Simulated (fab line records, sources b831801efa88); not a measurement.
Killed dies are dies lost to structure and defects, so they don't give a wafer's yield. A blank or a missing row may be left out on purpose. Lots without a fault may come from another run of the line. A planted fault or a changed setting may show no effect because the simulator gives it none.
Split-lot experiment | flow sky130 | 5 lots, 27 wafers read, on a route of 708 steps

THE SPLIT
At SKY_VIA2_SPUTTER_20 (material TiN, target thk 20 nm, time 80 s), the setting time_s was moved away from the recipe's 80 s on 12 of the 27 wafers read, by -58.1% to +49.6%. The other wafers ran this setting at the recipe's value.

The reading is taken at the split's own step.

THE READING
TiN_of_VIA2_SPUTTER_20.thk_nm (the simulator's own value, which no gauge read), in nm, at SKY_VIA2_SPUTTER_20 (material TiN, target thk 20 nm, time 80 s). The file gives no usual value for it. The 15 wafers here that ran the recipe average 19.858 nm, standard deviation 0.2 nm.

wafer  | tool, chamber at the split | time_s as run, s | against the recipe | TiN_of_VIA2_SPUTTER_20.thk_nm, nm | against lot-mates on the recipe
L074.1 | pvd_sputter-03, -          | 119.7            | +49.6%             | 29.55                             | +9.813
L074.2 | pvd_sputter-03, -          | 119.7            | +49.6%             | 30.01                             | +10.273
L074.3 | pvd_sputter-03, -          | 80               | recipe             | 19.66                             | -
L074.4 | pvd_sputter-03, -          | 119.7            | +49.6%             | 29.66                             | +9.923
L074.5 | pvd_sputter-03, -          | 80               | recipe             | 19.64                             | -
L074.6 | pvd_sputter-03, -          | 80               | recipe             | 19.91                             | -
L077.1 | pvd_sputter-02, -          | 115.5            | +44.4%             | 28.4                              | +8.697
L077.2 | pvd_sputter-02, -          | 115.5            | +44.4%             | 28.89                             | +9.187
L077.3 | pvd_sputter-02, -          | 115.5            | +44.4%             | 28.27                             | +8.567
L077.4 | pvd_sputter-02, -          | 80               | recipe             | 19.53                             | -
L077.5 | pvd_sputter-02, -          | 80               | recipe             | 19.58                             | -
L077.6 | pvd_sputter-02, -          | 80               | recipe             | 20                                | -
L080.1 | pvd_sputter-01, -          | 80               | recipe             | 19.74                             | -
L080.2 | pvd_sputter-01, -          | 80               | recipe             | 19.85                             | -
L080.3 | pvd_sputter-01, -          | 92.48            | +15.6%             | 22.76                             | +2.907
L080.4 | pvd_sputter-01, -          | 80               | recipe             | 19.97                             | -
L080.5 | pvd_sputter-01, -          | 92.48            | +15.6%             | 22.64                             | +2.787
L080.6 | pvd_sputter-01, -          | 92.48            | +15.6%             | 22.86                             | +3.007
L079.2 | pvd_sputter-03, -          | 80               | recipe             | 20.18                             | -
L079.5 | pvd_sputter-03, -          | 80               | recipe             | 20.18                             | -
L079.3 | pvd_sputter-03, -          | 80               | recipe             | 20.05                             | -
L085.1 | pvd_sputter-01, -          | 80               | recipe             | 19.98                             | -
L085.2 | pvd_sputter-01, -          | 33.54            | -58.1%             | 8.178                             | -11.682
L085.3 | pvd_sputter-01, -          | 33.54            | -58.1%             | 8.389                             | -11.471
L085.4 | pvd_sputter-01, -          | 33.54            | -58.1%             | 8.09                              | -11.770
L085.5 | pvd_sputter-01, -          | 80               | recipe             | 19.83                             | -
L085.6 | pvd_sputter-01, -          | 80               | recipe             | 19.77                             | -

THE FIT
A straight line over all 27 wafers: TiN_of_VIA2_SPUTTER_20.thk_nm changes by +0.199 nm for each +1% of time_s; r = +1.00; the points scatter about the line by 0.21 nm.
The same after taking each lot's own level away (the mean of its wafers on the recipe; 27 wafers): +0.2 nm for each +1%; r = +1.00; scatter 0.18 nm.
On that fit, the largest move of time_s shifts the reading by 12 nm.
The lots' own levels span 19.7033 to 20.1367 nm, that is 2.2 times the standard deviation above.
So the lot-to-lot level changes the slope little: the two slopes agree.
Check: with one of the wafers moved furthest among these (-58.1%) left out of the fit, the line predicts -11.6 nm for it against its lot-mates. It came out at -11.7 nm against them.

OTHER SPLITS ON THESE WAFERS
These wafers also went through other splits before the reading. Each is held against what the fit with the lots' levels taken away leaves over:
other split on the same wafers | wafers away from the commonest value | r with TiN_of_VIA2_SPUTTER_20.thk_nm (lot level and that fit taken away)
SKY_METAL1_SPUTTER_02 time_s   | 12                                   | -0.09
SKY_METAL2_SPUTTER_02 time_s   | 12                                   | -0.43

THE FILE'S OWN FIT
TiN_of_VIA2_SPUTTER_20.thk_nm changes by +0.2 nm for each +1% of time_s, r = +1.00.
